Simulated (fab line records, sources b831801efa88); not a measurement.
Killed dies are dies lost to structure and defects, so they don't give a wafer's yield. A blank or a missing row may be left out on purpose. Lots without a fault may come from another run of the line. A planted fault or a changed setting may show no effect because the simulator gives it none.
Which tool did it? | flow sfq_line | 15 lots, 44 wafers sampled, at 2 steps of a route of 325

WHAT THE GAUGES READ, wafer by wafer
The record holds no reading of a measuring or inspecting step that can be judged against a usual standard deviation.

WHICH TOOL RAN EACH LOT (tool, then ch and the chambers of the sampled wafers, then the start)
lot  | SFQ_TRILAYER_L0_CAP_PECVD_011  | SFQ_TRILAYER_L0_VIA_ETCH_VIA_ETCH_016
L156 | pecvd-02 ch 0,2, day 3 15:53   | rie_diel-02 ch 0,3, day 4 21:49
L158 | pecvd-02 ch 1,2, day 3 20:41   | rie_diel-02 ch 0,1,2, day 5 04:05
L159 | pecvd-04 ch 0,1, day 3 21:52   | rie_diel-03 ch 0,2,3, day 5 08:53
L160 | pecvd-01 ch 0,1,2, day 4 00:16 | rie_diel-04 ch 0,1,2, day 5 10:07
L161 | pecvd-01 ch 0,1,2, day 4 02:40 | rie_diel-03 ch 2,3, day 5 13:47
L162 | pecvd-04 ch 0,1,2, day 4 03:59 | rie_diel-04 ch 1,2,3, day 5 17:23
L163 | pecvd-01 ch 0,1,2, day 4 06:30 | rie_diel-02 ch 0,2, day 5 19:47
L164 | pecvd-04 ch 0,2, day 4 11:49   | rie_diel-03 ch 1,3, day 5 23:25
L165 | pecvd-04 ch 0,2, day 4 16:37   | rie_diel-03 ch 1,3, day 6 05:25
L166 | pecvd-04 ch 0,2, day 4 21:25   | rie_diel-02 ch 1,2, day 6 08:59
L168 | pecvd-04 ch 1,2, day 5 12:05   | rie_diel-02 ch 0,1, day 6 23:23
L174 | pecvd-02 ch 0,2, day 6 18:11   | rie_diel-04 ch 0,2, day 8 06:34
L175 | pecvd-01 ch 0,2, day 6 22:59   | rie_diel-03 ch 0,2,3, day 8 08:58
L176 | pecvd-01 ch 0,1,2, day 7 02:50 | rie_diel-02 ch 1,3, day 8 12:34
L178 | pecvd-01 ch 0,1,2, day 7 14:35 | rie_diel-02 ch 1,2,3, day 9 14:32
- SFQ_TRILAYER_L0_CAP_PECVD_011: deposits SiO2 from SiH4/N2O, time 13.333 s, target thk 60 nm.
- SFQ_TRILAYER_L0_VIA_ETCH_VIA_ETCH_016: etches SiO2 in CHF3, stops on MoNx KI, target depth 80 nm.

WHAT THE TOOLS THEMSELVES READ (means of the sampled wafers that have a number; where no wafer has one, the mark that the record gives instead)
SFQ_TRILAYER_L0_CAP_PECVD_011.
lot  | tool     | heater_power_w (W) | throttle_valve_pct (%)
L156 | pecvd-02 | 87                 | 23.5
L158 | pecvd-02 | 113                | 25.3
L159 | pecvd-04 | 62                 | 25.2
L160 | pecvd-01 | 98                 | 22.6
L161 | pecvd-01 | 94                 | 22.7
L162 | pecvd-04 | 70                 | 24.9
L163 | pecvd-01 | 97                 | 22.6
L164 | pecvd-04 | 82                 | 24.1
L165 | pecvd-04 | 72                 | 24.2
L166 | pecvd-04 | 73                 | 24.1
L168 | pecvd-04 | 69                 | 25.2
L174 | pecvd-02 | 95                 | 23.8
L175 | pecvd-01 | 79                 | 23.0
L176 | pecvd-01 | 97                 | 22.8
L178 | pecvd-01 | 99                 | 22.7

SFQ_TRILAYER_L0_VIA_ETCH_VIA_ETCH_016.
lot  | tool        | drypump_motor_current_A (A) | oes_product_au (a.u.)
L156 | rie_diel-02 | 5.6                         | 0.842
L158 | rie_diel-02 | 5.8                         | 0.843
L159 | rie_diel-03 | 5.6                         | 0.843
L160 | rie_diel-04 | 5.6                         | 0.848
L161 | rie_diel-03 | 5.8                         | 0.845
L162 | rie_diel-04 | 5.5                         | 0.843
L163 | rie_diel-02 | 5.9                         | 0.847
L164 | rie_diel-03 | 5.9                         | 0.845
L165 | rie_diel-03 | 5.9                         | 0.903
L166 | rie_diel-02 | 5.7                         | 0.902
L168 | rie_diel-02 | 5.6                         | 0.923
L174 | rie_diel-04 | 5.6                         | 0.836
L175 | rie_diel-03 | 5.6                         | 0.842
L176 | rie_diel-02 | 5.6                         | 0.837
L178 | rie_diel-02 | 5.8                         | 0.843

THE ANSWER, worked out from the rows above alone
Rule: what is usual is taken from the lots themselves. Put in order of their means at a reading, lots are off if they are a third of the lots or fewer, leave a main group of 4 or more, and stand apart from it by a gap of 3 or more times the standard deviation of the main group's means; of several such gaps the widest counts. A main group whose means are all the same, to the digits that the tables above print for the reading, isn't used. A lot without any number at a reading at which 4 lots or more have one is off too. The other lots that the step has rows for count as sound. The gauges are gone through in route order, then the tools' own readings, and for those a lot's mean is taken as printed above. The first step at which some lot is off is used, and at that step the reading that is off furthest; a lot without a number counts as furthest.
Off: L165, L166, L168, at SFQ_TRILAYER_L0_VIA_ETCH_VIA_ETCH_016 (oes_product_au). The main group: mean 0.843 a.u., standard deviation 0.0034.
A tool fits if, at that step or a process step before it, it ran every lot that is off, and no sound lot after the first of them. One fits: pecvd-04 at SFQ_TRILAYER_L0_CAP_PECVD_011. Its last sound lot is L164 (day 4 11:49), its first lot that is off L165 (day 4 16:37): a fault that began between those two fits.

WHAT THE SIMULATOR HAD PUT IN
Process parameter drift: pecvd-04, from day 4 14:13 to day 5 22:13, at SFQ_TRILAYER_L0_CAP_PECVD_011. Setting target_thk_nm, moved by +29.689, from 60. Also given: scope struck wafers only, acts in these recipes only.
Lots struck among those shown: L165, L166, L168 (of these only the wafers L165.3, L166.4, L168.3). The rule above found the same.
